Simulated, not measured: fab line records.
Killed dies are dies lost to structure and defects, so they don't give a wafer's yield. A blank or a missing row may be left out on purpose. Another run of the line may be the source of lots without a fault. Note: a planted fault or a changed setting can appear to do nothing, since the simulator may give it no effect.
A struck lot beside a sound one    flow gf180mcu    14 steps out of a route of 602
Sound: these wafers, L348.1, L348.3, L348.6. Wafers struck: L355.2, L355.3, L355.6. The cause is given at the end.
At each step with rows: each side's tool, then ch and its chambers, then its first start. Under that, the readings that differ: sound wafers    struck wafers    difference of the means    sigmas: that difference in standard deviations of wafers without a fault.
alike: readings with means less than 2 such deviations apart, plus words and numbers identical on both sides. not compared: withheld readings, readings lacking a value on some wafer, bounds such as >300 that could conceal the same value, and numbers that have no deviation in the record and whose values overlap.
The two part at a step that has a row with sigmas, a row that says differs or no value, or rows on one side only. Non-overlapping numbers with no deviation appear without sigmas and do not part them. Lack of a reading on every wafer of one side parts them only where that side has two or more wafers.

GF_V5_THK_MEAS_01:
  sound: film-metro-03 at day 29 14:53; struck: film-metro-01 at day 31 10:20
  alike: V5_CVD_00_THK
GF_V5_CVD_02: deposits SiO2 from TEOS, target thk 1450 nm, time 163.28 s.
  sound on pecvd-01 ch 0,1,2, day 29 14:57; struck on pecvd-02 ch 0,2, day 31 10:23
  alike: heater-power-w, rf-fwd-power-W
GF_V5_THK_MEAS_03:
  sound: film-metro-03 at day 29 15:03; struck: film-metro-03 at day 31 10:34
  alike: V5_CVD_02_THK
GF_V5_CMP_04: polishes SiO2.
  sound on cmp-01 ch 0,1,3, day 29 15:07; struck on cmp-02 ch 0,1,3, day 31 10:37
  alike: motor-current-A, retaining-ring-pressure-frac, slurry-flow-ml-min
GF_V5_BOW_MEAS_05:
  sound: film-metro-02 at day 29 15:25; struck: film-metro-03 at day 31 10:56
  alike: V5_BOW
then, 4 steps without rows for these wafers: GF_V5_DEHYDRATE_06 (time 60 s); GF_V5_HMDS_07 (prime time 60 s); GF_V5_COAT_08; GF_V5_COAT_09 (resist thk 1000 nm).
GF_V5_SOFTBAKE_10: time 60.8 s.
  sound on litho-track-02 ch 0; struck on litho-track-02 ch 0
  alike: plate-sensor-t-centre-C, plate-sensor-t-edge-C, softbake-temp-c
then, 2 steps without rows for these wafers: GF_V5_EXPOSE_11 (exposes mask Via5, target cd 260 nm); GF_V5_PEB_12 (peb time 90 s).
GF_V5_DEVELOP_13: develop time 60 s.
  struck on litho-track-03, day 32 05:32; sound on litho-track-03 ch 0, day 30 11:19
  no value came back on the struck wafers for chill-plate-temp-C (C), develop-time-s (s); on the sound wafers chill-plate-temp-C (C) reads 22.95 22.96 23.00
reading                              sound            struck           difference  sigmas
model.KrF_of_V5_COAT_09.thk-nm (nm)  983 985.5 981.8  1001 998.8 1002  +17         
GF_V5_CD_MEAS_14: the cd target is 260 nm.
  sound: cd-sem-01 at day 30 11:28; struck: cd-sem-01 at day 32 05:41
reading     sound              struck  difference                     sigmas
cd-nm (nm)  261.1 261.1 261.1  - - -   no value on the struck wafers  

== WHERE THEY PART ==
First at GF_V5_DEVELOP_13; last, within this record, at GF_V5_CD_MEAS_14.

WHY: what had been put in by the simulator
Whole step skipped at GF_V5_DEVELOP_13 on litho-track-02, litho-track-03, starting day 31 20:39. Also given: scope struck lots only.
